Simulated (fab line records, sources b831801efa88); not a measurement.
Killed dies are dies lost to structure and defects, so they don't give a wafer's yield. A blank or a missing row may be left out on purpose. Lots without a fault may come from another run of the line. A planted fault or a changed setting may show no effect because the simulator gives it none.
A struck lot beside a sound one | flow sky130 | 16 steps out of a route of 708
Sound: wafers L793.1, L793.4, L793.6. Struck: wafers L808.5, L808.6. (L808.2 of the same lot was not struck and is left out.) The cause comes at the end.
At each step with rows: each side's tool, then ch and its chambers, then its first start. Under that, the readings that differ: sound wafers | struck wafers | difference of the means | sigmas: that difference in standard deviations of wafers without a fault.
alike: readings whose means differ by less than 2 such deviations, and words and numbers that are the same on both sides. not compared: withheld readings, readings that some wafer has no value for, bounds like >300 that may hide the same value, and numbers for which the record gives no deviation and whose values overlap.
The two part at a step that has a row with sigmas, a row that says differs or no value, or rows on one side only. Numbers that don't overlap but have no deviation are shown without sigmas and don't part them. A reading that every wafer of one side lacks parts them only if that side has two wafers or more.

first, 2 steps without rows for these wafers: SKY_METAL4_PEB_11; SKY_METAL4_DEVELOP_12 (develop time 60 s).
SKY_METAL4_CD_MEAS_13: target cd 300 nm.
  sound on cd_sem-02, day 41 23:10; struck on cd_sem-01, day 46 14:20
  alike: cd_nm
SKY_METAL4_OVL_MEAS_14:
  sound on overlay-01, day 41 23:17; struck on overlay-02, day 46 14:27
  alike: METAL4_OVL
SKY_METAL4_DESCUM_15: chemistry O2, time 8 s.
  sound on rie_metal-03 ch 0, day 41 23:20; struck on rie_metal-01 ch 0,1, day 46 14:29
  alike: drypump_motor_current_A, he_backside_leak_sccm, oes_product_au
  not compared: rf_hours_counter_h
SKY_METAL4_ETCH_16: etches BARC in N2/H2, stops on SiO2, time 88.2 s, target depth 60 nm.
  sound on rie_metal-03 ch 0, day 41 23:22; struck on rie_metal-01 ch 0,1, day 46 14:31
  alike: drypump_motor_current_A, he_backside_leak_sccm, oes_product_au, throttle_valve_pct
  not compared: rf_hours_counter_h
then, 1 step without rows for these wafers: SKY_METAL4_ETCH_17 (etches SiO2 in C4F8/O2/Ar, stops on TiN, time 3.9 s, target depth 15 nm).
SKY_METAL4_METAL_ETCH_18: etches the open film in Cl2/BCl3, stops on SiO2, target depth 845 nm, time 183.1 s.
  sound on rie_metal-01 ch 0,1, day 41 23:29; struck on rie_metal-03 ch 0,1, day 46 14:38
  alike: drypump_motor_current_A, he_backside_leak_sccm, oes_product_au, throttle_valve_pct
  not compared: rf_hours_counter_h
SKY_METAL4_STRIP_19: strips in O2/N2.
  sound on plasma_asher-04 ch 0, day 41 23:40; struck on plasma_asher-02 ch 0,1, day 46 14:48
  alike: drypump_motor_current_A, oes_product_au, strip_time_to_endpoint_s
  not compared: rf_hours_counter_h
then, 3 steps without rows for these wafers: SKY_METAL4_STRIP_20 (strips in post etch residue remover, time 1200 s); SKY_METAL4_CLEAN_21 (cleans in IPA, time 180 s); SKY_METAL4_CLEAN_22 (cleans in O3/DIW).
SKY_VIA4_HDPCVD_00: deposits SiO2, target thk 1750 nm, time 291.7 s.
  sound on hdpcvd-02 ch 0,2, day 42 00:19; struck on hdpcvd-01 ch 0,1, day 46 15:24
  reading                                  | sound             | struck      | difference | sigmas
  run_length_s (s)                         | 319.1 319.5 319.0 | 442.1 440.9 | +122.3     | +99 or more
  model.SiO2_of_VIA4_HDPCVD_00.thk_nm (nm) | 1771 1726 1753    | 2483 2466   | +724       |
  alike: pressure_mtorr, sih4_flow_sccm
SKY_VIA4_THK_MEAS_01:
  sound on film_metro-04, day 42 00:29; struck on film_metro-04, day 46 15:35
  reading              | sound          | struck    | difference | sigmas
  VIA4_HDPCVD_THK (nm) | 1771 1725 1753 | 2481 2465 | +723       | +45
SKY_VIA4_CMP_02: polishes SiO2.
  sound on cmp-01 ch 0,2,3, day 42 00:39; struck on cmp-02 ch 2,3, day 46 15:38
  alike: motor_current_A, platen_rpm
-- the record jumps here: 3 days lie between the struck wafers' starts before and after (it left off in module VIA4 and takes up again in module PAD_OPEN, whose first step shown is number 708 of the route) --
SKY_PAD_OPEN_PROBE_99:
  the record has rows for the struck wafers here (prober-01, day 49 22:34) and none for the sound ones

WHERE THEY PART
First at SKY_VIA4_HDPCVD_00; last, within this record, at SKY_PAD_OPEN_PROBE_99.

WHY: what the simulator had put in
Process parameter drift: hdpcvd-01, from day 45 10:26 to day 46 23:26, at SKY_VIA4_HDPCVD_00. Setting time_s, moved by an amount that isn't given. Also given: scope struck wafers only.
